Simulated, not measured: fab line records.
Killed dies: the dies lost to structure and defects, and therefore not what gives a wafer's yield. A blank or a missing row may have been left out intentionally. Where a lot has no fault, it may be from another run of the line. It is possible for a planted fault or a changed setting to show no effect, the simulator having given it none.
Which of the tools did it? || flow sky130 || Sampling: 24 lots, 72 wafers, 6 of 708 route steps

WHAT EACH GAUGE READ, for each wafer
SKY_SPACER_THK_MEAS_01.
{"lot": "L074", "measured": "day 23 07:27", "on": "film_metro-03", "SPACER_CVD_00_THK (nm)": "43.1 42.8 42.9"}
{"lot": "L076", "measured": "day 23 20:16", "on": "film_metro-03", "SPACER_CVD_00_THK (nm)": "43.3 43.4 43.2"}
{"lot": "L077", "measured": "day 24 01:08", "on": "film_metro-03", "SPACER_CVD_00_THK (nm)": "42.4 42.7 42.6"}
{"lot": "L075", "measured": "day 24 02:20", "on": "film_metro-02", "SPACER_CVD_00_THK (nm)": "43.0 43.0 42.4"}
{"lot": "L078", "measured": "day 24 02:20", "on": "film_metro-04", "SPACER_CVD_00_THK (nm)": "42.9 43.2 43.2"}
{"lot": "L079", "measured": "day 24 23:37", "on": "film_metro-03", "SPACER_CVD_00_THK (nm)": "42.3 42.7 42.6"}
{"lot": "L080", "measured": "day 25 07:40", "on": "film_metro-04", "SPACER_CVD_00_THK (nm)": "43.4 43.4 43.0"}
{"lot": "L081", "measured": "day 25 11:16", "on": "film_metro-04", "SPACER_CVD_00_THK (nm)": "43.2 43.0 43.0"}
{"lot": "L082", "measured": "day 25 19:47", "on": "film_metro-02", "SPACER_CVD_00_THK (nm)": "43.0 42.8 43.0"}
{"lot": "L083", "measured": "day 25 22:21", "on": "film_metro-04", "SPACER_CVD_00_THK (nm)": "43.4 43.1 43.3"}
{"lot": "L084", "measured": "day 26 07:26", "on": "film_metro-03", "SPACER_CVD_00_THK (nm)": "43.0 42.9 42.9"}
{"lot": "L085", "measured": "day 26 13:51", "on": "film_metro-02", "SPACER_CVD_00_THK (nm)": "42.8 43.0 42.4"}
{"lot": "L086", "measured": "day 26 22:50", "on": "film_metro-03", "SPACER_CVD_00_THK (nm)": "42.7 42.6 43.1"}
{"lot": "L087", "measured": "day 27 04:09", "on": "film_metro-03", "SPACER_CVD_00_THK (nm)": "43.1 43.3 42.9"}
{"lot": "L088", "measured": "day 27 10:51", "on": "film_metro-04", "SPACER_CVD_00_THK (nm)": "42.8 42.7 42.8"}
{"lot": "L089", "measured": "day 28 02:22", "on": "film_metro-04", "SPACER_CVD_00_THK (nm)": "42.8 42.7 42.5"}
{"lot": "L090", "measured": "day 28 07:47", "on": "film_metro-02", "SPACER_CVD_00_THK (nm)": "43.0 42.9 43.0"}
{"lot": "L091", "measured": "day 28 18:19", "on": "film_metro-02", "SPACER_CVD_00_THK (nm)": "43.0 43.1 43.7"}
{"lot": "L092", "measured": "day 29 02:44", "on": "film_metro-02", "SPACER_CVD_00_THK (nm)": "43.0 42.9 42.9"}
{"lot": "L093", "measured": "day 29 06:22", "on": "film_metro-04", "SPACER_CVD_00_THK (nm)": "43.0 43.5 43.3"}
{"lot": "L094", "measured": "day 30 03:28", "on": "film_metro-02", "SPACER_CVD_00_THK (nm)": "43.4 43.7 43.4"}
{"lot": "L095", "measured": "day 30 21:11", "on": "film_metro-03", "SPACER_CVD_00_THK (nm)": "42.6 42.8 42.8"}
{"lot": "L096", "measured": "day 30 23:46", "on": "film_metro-03", "SPACER_CVD_00_THK (nm)": "43.9 43.7 44.0"}
{"lot": "L097", "measured": "day 30 23:46", "on": "film_metro-04", "SPACER_CVD_00_THK (nm)": "43.5 43.8 43.6"}

SKY_SD_P_TW_MEAS_11.
{"lot": "L074", "measured": "day 25 20:01", "on": "film_metro-03", "SD_P_TW": "2872 2872 2874"}
{"lot": "L076", "measured": "day 26 08:36", "on": "film_metro-01", "SD_P_TW": "2895 2871 2848"}
{"lot": "L077", "measured": "day 26 12:05", "on": "film_metro-03", "SD_P_TW": "2868 2848 2848"}
{"lot": "L075", "measured": "day 26 12:59", "on": "film_metro-04", "SD_P_TW": "2848 2852 2842"}
{"lot": "L078", "measured": "day 26 13:24", "on": "film_metro-03", "SD_P_TW": "2848 2845 2846"}
{"lot": "L079", "measured": "day 27 11:37", "on": "film_metro-04", "SD_P_TW": "2864 2842 2862"}
{"lot": "L080", "measured": "day 27 18:37", "on": "film_metro-04", "SD_P_TW": "2872 2857 2840"}
{"lot": "L081", "measured": "day 27 21:50", "on": "film_metro-04", "SD_P_TW": "2849 2877 2883"}
{"lot": "L082", "measured": "day 28 05:41", "on": "film_metro-04", "SD_P_TW": "2845 2852 2843"}
{"lot": "L083", "measured": "day 28 09:44", "on": "film_metro-03", "SD_P_TW": "2853 2846 2864"}
{"lot": "L084", "measured": "day 28 16:14", "on": "film_metro-03", "SD_P_TW": "2859 2853 2844"}
{"lot": "L085", "measured": "day 28 23:36", "on": "film_metro-03", "SD_P_TW": "2854 2843 2850"}
{"lot": "L086", "measured": "day 29 07:44", "on": "film_metro-01", "SD_P_TW": "2868 2869 2878"}
{"lot": "L087", "measured": "day 29 13:22", "on": "film_metro-04", "SD_P_TW": "2866 2849 2850"}
{"lot": "L088", "measured": "day 29 18:44", "on": "film_metro-01", "SD_P_TW": "2869 2877 2858"}
{"lot": "L089", "measured": "day 30 10:50", "on": "film_metro-03", "SD_P_TW": "2857 2894 2862"}
{"lot": "L090", "measured": "day 30 14:59", "on": "film_metro-03", "SD_P_TW": "2891 2888 2874"}
{"lot": "L091", "measured": "day 31 01:36", "on": "film_metro-04", "SD_P_TW": "2865 2871 2876"}
{"lot": "L092", "measured": "day 31 10:11", "on": "film_metro-01", "SD_P_TW": "2870 2861 2883"}
{"lot": "L093", "measured": "day 31 14:02", "on": "film_metro-01", "SD_P_TW": "2870 2872 2875"}
{"lot": "L094", "measured": "day 32 10:20", "on": "film_metro-03", "SD_P_TW": "2872 2877 2875"}
{"lot": "L095", "measured": "day 33 02:35", "on": "film_metro-01", "SD_P_TW": "2852 2875 2868"}
{"lot": "L096", "measured": "day 33 05:21", "on": "film_metro-04", "SD_P_TW": "2836 2842 2837"}
{"lot": "L097", "measured": "day 33 04:46", "on": "film_metro-03", "SD_P_TW": "2877 2884 2883"}

SKY_METAL1_RS_MEAS_05: a four-point-probe measurement.
{"lot": "L074", "measured": "day 31 21:32", "on": "film_metro-04", "METAL1_ALCU_RS (ohm/sq)": "0.1261 0.1273 0.1259"}
{"lot": "L076", "measured": "day 32 10:27", "on": "film_metro-02", "METAL1_ALCU_RS (ohm/sq)": "0.1257 0.1254 0.1254"}
{"lot": "L077", "measured": "day 32 12:37", "on": "film_metro-02", "METAL1_ALCU_RS (ohm/sq)": "0.1279 0.1282 0.1268"}
{"lot": "L075", "measured": "day 32 15:10", "on": "film_metro-03", "METAL1_ALCU_RS (ohm/sq)": "0.1284 0.1302 0.1297"}
{"lot": "L078", "measured": "day 32 16:20", "on": "film_metro-04", "METAL1_ALCU_RS (ohm/sq)": "0.1268 0.1268 0.1260"}
{"lot": "L079", "measured": "day 33 11:24", "on": "film_metro-02", "METAL1_ALCU_RS (ohm/sq)": "0.1249 0.1237 0.1240"}
{"lot": "L080", "measured": "day 33 18:25", "on": "film_metro-03", "METAL1_ALCU_RS (ohm/sq)": "0.1303 0.1297 0.1281"}
{"lot": "L081", "measured": "day 33 21:16", "on": "film_metro-04", "METAL1_ALCU_RS (ohm/sq)": "0.1285 0.1297 0.1271"}
{"lot": "L082", "measured": "day 34 03:28", "on": "film_metro-02", "METAL1_ALCU_RS (ohm/sq)": "0.1264 0.1271 0.1271"}
{"lot": "L083", "measured": "day 34 07:02", "on": "film_metro-03", "METAL1_ALCU_RS (ohm/sq)": "0.1269 0.1269 0.1266"}
{"lot": "L084", "measured": "day 34 13:19", "on": "film_metro-02", "METAL1_ALCU_RS (ohm/sq)": "0.1272 0.1276 0.1286"}
{"lot": "L085", "measured": "day 34 21:10", "on": "film_metro-03", "METAL1_ALCU_RS (ohm/sq)": "0.1247 0.1276 0.1259"}
{"lot": "L086", "measured": "day 35 05:54", "on": "film_metro-03", "METAL1_ALCU_RS (ohm/sq)": "0.1260 0.1274 0.1272"}
{"lot": "L087", "measured": "day 35 08:39", "on": "film_metro-03", "METAL1_ALCU_RS (ohm/sq)": "0.1278 0.1277 0.1277"}
{"lot": "L088", "measured": "day 35 13:40", "on": "film_metro-02", "METAL1_ALCU_RS (ohm/sq)": "0.1300 0.1298 0.1287"}
{"lot": "L089", "measured": "day 36 06:09", "on": "film_metro-04", "METAL1_ALCU_RS (ohm/sq)": "0.1277 0.1268 0.1277"}
{"lot": "L090", "measured": "day 36 09:26", "on": "film_metro-03", "METAL1_ALCU_RS (ohm/sq)": "0.1269 0.1270 0.1277"}
{"lot": "L091", "measured": "day 36 19:29", "on": "film_metro-02", "METAL1_ALCU_RS (ohm/sq)": "0.1243 0.1252 0.1252"}
{"lot": "L092", "measured": "day 37 03:19", "on": "film_metro-02", "METAL1_ALCU_RS (ohm/sq)": "0.1279 0.1283 0.1275"}
{"lot": "L093", "measured": "day 37 08:17", "on": "film_metro-02", "METAL1_ALCU_RS (ohm/sq)": "0.1265 0.1265 0.1270"}
{"lot": "L094", "measured": "day 38 02:02", "on": "film_metro-03", "METAL1_ALCU_RS (ohm/sq)": "0.1274 0.1277 0.1266"}
{"lot": "L095", "measured": "day 38 16:34", "on": "film_metro-04", "METAL1_ALCU_RS (ohm/sq)": "0.1275 0.1277 0.1268"}
{"lot": "L096", "measured": "day 38 21:10", "on": "film_metro-03", "METAL1_ALCU_RS (ohm/sq)": "0.1259 0.1283 0.1266"}
{"lot": "L097", "measured": "day 38 19:35", "on": "film_metro-03", "METAL1_ALCU_RS (ohm/sq)": "0.1261 0.1248 0.1259"}

SKY_CAP2M_THK_MEAS_04: measures by xrf.
{"lot": "L074", "measured": "day 39 20:55", "on": "film_metro-01", "CAP2M_TIN_THK (nm)": "201.8 203.4 199.8"}
{"lot": "L076", "measured": "day 40 07:37", "on": "film_metro-02", "CAP2M_TIN_THK (nm)": "202.9 203.5 203.9"}
{"lot": "L077", "measured": "day 40 10:04", "on": "film_metro-03", "CAP2M_TIN_THK (nm)": "198.7 200.0 198.4"}
{"lot": "L075", "measured": "day 40 12:35", "on": "film_metro-03", "CAP2M_TIN_THK (nm)": "195.1 194.2 197.2"}
{"lot": "L078", "measured": "day 40 13:19", "on": "film_metro-02", "CAP2M_TIN_THK (nm)": "202.3 201.3 199.7"}
{"lot": "L079", "measured": "day 41 06:13", "on": "film_metro-01", "CAP2M_TIN_THK (nm)": "202.2 200.9 201.3"}
{"lot": "L080", "measured": "day 41 13:26", "on": "film_metro-02", "CAP2M_TIN_THK (nm)": "202.1 198.5 202.9"}
{"lot": "L081", "measured": "day 41 15:52", "on": "film_metro-01", "CAP2M_TIN_THK (nm)": "198.2 196.5 198.3"}
{"lot": "L082", "measured": "day 41 20:21", "on": "film_metro-02", "CAP2M_TIN_THK (nm)": "203.3 202.0 204.1"}
{"lot": "L083", "measured": "day 41 23:48", "on": "film_metro-01", "CAP2M_TIN_THK (nm)": "196.7 196.6 198.5"}
{"lot": "L084", "measured": "day 42 07:10", "on": "film_metro-03", "CAP2M_TIN_THK (nm)": "198.8 199.4 201.6"}
{"lot": "L085", "measured": "day 42 13:37", "on": "film_metro-01", "CAP2M_TIN_THK (nm)": "196.0 196.9 197.9"}
{"lot": "L086", "measured": "day 42 22:23", "on": "film_metro-03", "CAP2M_TIN_THK (nm)": "197.2 195.2 196.1"}
{"lot": "L087", "measured": "day 42 23:30", "on": "film_metro-02", "CAP2M_TIN_THK (nm)": "198.1 201.1 199.7"}
{"lot": "L088", "measured": "day 43 03:50", "on": "film_metro-03", "CAP2M_TIN_THK (nm)": "199.4 200.1 200.9"}
{"lot": "L089", "measured": "day 43 19:43", "on": "film_metro-03", "CAP2M_TIN_THK (nm)": "192.4 193.6 191.9"}
{"lot": "L090", "measured": "day 43 23:03", "on": "film_metro-03", "CAP2M_TIN_THK (nm)": "198.1 195.3 197.5"}
{"lot": "L091", "measured": "day 44 07:29", "on": "film_metro-02", "CAP2M_TIN_THK (nm)": "201.8 200.6 199.7"}
{"lot": "L092", "measured": "day 44 12:13", "on": "film_metro-03", "CAP2M_TIN_THK (nm)": "197.3 195.5 197.2"}
{"lot": "L093", "measured": "day 44 17:03", "on": "film_metro-03", "CAP2M_TIN_THK (nm)": "199.5 197.2 197.8"}
{"lot": "L094", "measured": "day 45 07:46", "on": "film_metro-01", "CAP2M_TIN_THK (nm)": "198.1 199.1 197.5"}
{"lot": "L095", "measured": "day 46 00:08", "on": "film_metro-01", "CAP2M_TIN_THK (nm)": "200.2 199.6 199.7"}
{"lot": "L096", "measured": "day 46 00:59", "on": "film_metro-02", "CAP2M_TIN_THK (nm)": "200.4 204.6 203.4"}
{"lot": "L097", "measured": "day 46 00:38", "on": "film_metro-03", "CAP2M_TIN_THK (nm)": "194.7 194.2 194.2"}

SKY_PAD_OPEN_BOW_MEAS_13.
{"lot": "L074", "measured": "day 45 20:37", "on": "film_metro-03", "PAD_OPEN_BOW (um)": "53 60 66"}
{"lot": "L076", "measured": "day 46 06:47", "on": "film_metro-01", "PAD_OPEN_BOW (um)": "43 50 57"}
{"lot": "L077", "measured": "day 46 07:05", "on": "film_metro-01", "PAD_OPEN_BOW (um)": "42 53 40"}
{"lot": "L075", "measured": "day 46 08:15", "on": "film_metro-03", "PAD_OPEN_BOW (um)": "40 55 47"}
{"lot": "L078", "measured": "day 46 09:30", "on": "film_metro-02", "PAD_OPEN_BOW (um)": "37 28 31"}
{"lot": "L079", "measured": "day 47 01:31", "on": "film_metro-03", "PAD_OPEN_BOW (um)": "52 61 63"}
{"lot": "L080", "measured": "day 47 05:37", "on": "film_metro-01", "PAD_OPEN_BOW (um)": "48 48 39"}
{"lot": "L081", "measured": "day 47 08:29", "on": "film_metro-03", "PAD_OPEN_BOW (um)": "42 37 55"}
{"lot": "L082", "measured": "day 47 13:50", "on": "film_metro-01", "PAD_OPEN_BOW (um)": "52 55 55"}
{"lot": "L083", "measured": "day 47 16:29", "on": "film_metro-03", "PAD_OPEN_BOW (um)": "37 36 53"}
{"lot": "L084", "measured": "day 47 21:41", "on": "film_metro-03", "PAD_OPEN_BOW (um)": "45 35 45"}
{"lot": "L085", "measured": "day 48 03:13", "on": "film_metro-01", "PAD_OPEN_BOW (um)": "66 63 60"}
{"lot": "L086", "measured": "day 48 12:01", "on": "film_metro-01", "PAD_OPEN_BOW (um)": "42 36 44"}
{"lot": "L087", "measured": "day 48 12:05", "on": "film_metro-03", "PAD_OPEN_BOW (um)": "42 49 33"}
{"lot": "L088", "measured": "day 48 15:26", "on": "film_metro-01", "PAD_OPEN_BOW (um)": "51 48 45"}
{"lot": "L089", "measured": "day 49 05:22", "on": "film_metro-01", "PAD_OPEN_BOW (um)": "57 50 46"}
{"lot": "L090", "measured": "day 49 06:52", "on": "film_metro-03", "PAD_OPEN_BOW (um)": "44 58 54"}
{"lot": "L091", "measured": "day 49 13:23", "on": "film_metro-03", "PAD_OPEN_BOW (um)": "35 60 62"}
{"lot": "L092", "measured": "day 49 15:35", "on": "film_metro-01", "PAD_OPEN_BOW (um)": "41 48 47"}
{"lot": "L093", "measured": "day 49 19:35", "on": "film_metro-02", "PAD_OPEN_BOW (um)": "44 42 39"}
{"lot": "L094", "measured": "day 50 06:53", "on": "film_metro-02", "PAD_OPEN_BOW (um)": "40 47 45"}
{"lot": "L095", "measured": "day 50 18:02", "on": "film_metro-01", "PAD_OPEN_BOW (um)": "53 43 59"}
{"lot": "L096", "measured": "day 50 19:52", "on": "film_metro-02", "PAD_OPEN_BOW (um)": "49 69 56"}
{"lot": "L097", "measured": "day 50 19:22", "on": "film_metro-02", "PAD_OPEN_BOW (um)": "58 50 45"}

TOOL THAT RAN EACH LOT (tool first, then ch and the chambers of the sampled wafers, then the start)
{"lot": "L074", "SKY_METAL1_SPUTTER_02": "pvd_sputter-02, day 31 21:25"}
{"lot": "L076", "SKY_METAL1_SPUTTER_02": "pvd_sputter-03, day 32 10:19"}
{"lot": "L077", "SKY_METAL1_SPUTTER_02": "pvd_sputter-03, day 32 12:31"}
{"lot": "L075", "SKY_METAL1_SPUTTER_02": "pvd_sputter-04, day 32 15:04"}
{"lot": "L078", "SKY_METAL1_SPUTTER_02": "pvd_sputter-02, day 32 16:13"}
{"lot": "L079", "SKY_METAL1_SPUTTER_02": "pvd_sputter-04, day 33 11:19"}
{"lot": "L080", "SKY_METAL1_SPUTTER_02": "pvd_sputter-04, day 33 18:16"}
{"lot": "L081", "SKY_METAL1_SPUTTER_02": "pvd_sputter-04, day 33 21:11"}
{"lot": "L082", "SKY_METAL1_SPUTTER_02": "pvd_sputter-02, day 34 03:23"}
{"lot": "L083", "SKY_METAL1_SPUTTER_02": "pvd_sputter-02, day 34 06:56"}
{"lot": "L084", "SKY_METAL1_SPUTTER_02": "pvd_sputter-03, day 34 13:13"}
{"lot": "L085", "SKY_METAL1_SPUTTER_02": "pvd_sputter-04, day 34 21:04"}
{"lot": "L086", "SKY_METAL1_SPUTTER_02": "pvd_sputter-02, day 35 05:49"}
{"lot": "L087", "SKY_METAL1_SPUTTER_02": "pvd_sputter-04, day 35 08:31"}
{"lot": "L088", "SKY_METAL1_SPUTTER_02": "pvd_sputter-03, day 35 13:34"}
{"lot": "L089", "SKY_METAL1_SPUTTER_02": "pvd_sputter-03, day 36 06:04"}
{"lot": "L090", "SKY_METAL1_SPUTTER_02": "pvd_sputter-03, day 36 09:20"}
{"lot": "L091", "SKY_METAL1_SPUTTER_02": "pvd_sputter-04, day 36 19:21"}
{"lot": "L092", "SKY_METAL1_SPUTTER_02": "pvd_sputter-02, day 37 03:13"}
{"lot": "L093", "SKY_METAL1_SPUTTER_02": "pvd_sputter-02, day 37 08:11"}
{"lot": "L094", "SKY_METAL1_SPUTTER_02": "pvd_sputter-03, day 38 01:57"}
{"lot": "L095", "SKY_METAL1_SPUTTER_02": "pvd_sputter-02, day 38 16:29"}
{"lot": "L096", "SKY_METAL1_SPUTTER_02": "pvd_sputter-04, day 38 21:04"}
{"lot": "L097", "SKY_METAL1_SPUTTER_02": "pvd_sputter-02, day 38 19:27"}
- SKY_METAL1_SPUTTER_02: material AlCu, target thk 250 nm, time 13.3 s.

AS READ BY THE TOOLS THEMSELVES (means over the sampled wafers that have a number; for cases with no such wafer, the mark the record gives instead)
SKY_METAL1_SPUTTER_02.
{"lot": "L074", "tool": "pvd_sputter-02", "throttle_valve_pct (%)": 29.8}
{"lot": "L076", "tool": "pvd_sputter-03", "throttle_valve_pct (%)": 30.4}
{"lot": "L077", "tool": "pvd_sputter-03", "throttle_valve_pct (%)": 31.0}
{"lot": "L075", "tool": "pvd_sputter-04", "throttle_valve_pct (%)": 30.4}
{"lot": "L078", "tool": "pvd_sputter-02", "throttle_valve_pct (%)": 29.8}
{"lot": "L079", "tool": "pvd_sputter-04", "throttle_valve_pct (%)": 31.0}
{"lot": "L080", "tool": "pvd_sputter-04", "throttle_valve_pct (%)": 30.0}
{"lot": "L081", "tool": "pvd_sputter-04", "throttle_valve_pct (%)": 30.2}
{"lot": "L082", "tool": "pvd_sputter-02", "throttle_valve_pct (%)": 29.8}
{"lot": "L083", "tool": "pvd_sputter-02", "throttle_valve_pct (%)": 29.8}
{"lot": "L084", "tool": "pvd_sputter-03", "throttle_valve_pct (%)": 29.1}
{"lot": "L085", "tool": "pvd_sputter-04", "throttle_valve_pct (%)": 30.9}
{"lot": "L086", "tool": "pvd_sputter-02", "throttle_valve_pct (%)": 30.8}
{"lot": "L087", "tool": "pvd_sputter-04", "throttle_valve_pct (%)": 30.9}
{"lot": "L088", "tool": "pvd_sputter-03", "throttle_valve_pct (%)": 29.6}
{"lot": "L089", "tool": "pvd_sputter-03", "throttle_valve_pct (%)": 29.8}
{"lot": "L090", "tool": "pvd_sputter-03", "throttle_valve_pct (%)": 30.2}
{"lot": "L091", "tool": "pvd_sputter-04", "throttle_valve_pct (%)": 30.4}
{"lot": "L092", "tool": "pvd_sputter-02", "throttle_valve_pct (%)": 29.0}
{"lot": "L093", "tool": "pvd_sputter-02", "throttle_valve_pct (%)": 30.8}
{"lot": "L094", "tool": "pvd_sputter-03", "throttle_valve_pct (%)": 30.5}
{"lot": "L095", "tool": "pvd_sputter-02", "throttle_valve_pct (%)": 30.0}
{"lot": "L096", "tool": "pvd_sputter-04", "throttle_valve_pct (%)": 30.3}
{"lot": "L097", "tool": "pvd_sputter-02", "throttle_valve_pct (%)": 29.7}

THE ANSWER, worked out from the rows above alone
Rule: what is usual is taken from the lots themselves. The widest of any qualifying gaps counts: lots, ordered by their means at a reading, are off when they make up no more than a third of the lots, leave a main group of 4 or more, and stand apart from it by 3 or more times the standard deviation of that group's means. A main group whose means are all the same, to the digits that the tables above print for the reading, isn't used. A lot without any number at a reading at which 4 lots or more have one is off too. Where the step has rows for the other lots, those lots are counted as sound. After the gauges, taken in route order, come the tools' own readings; for these a lot's mean is taken, as printed above. The first step at which some lot is off is used, and at that step the reading that is off furthest; a lot without a number counts as furthest.
No lot is off at any reading shown: from this, nothing can be told.

WHAT THE SIMULATOR HAD INSERTED
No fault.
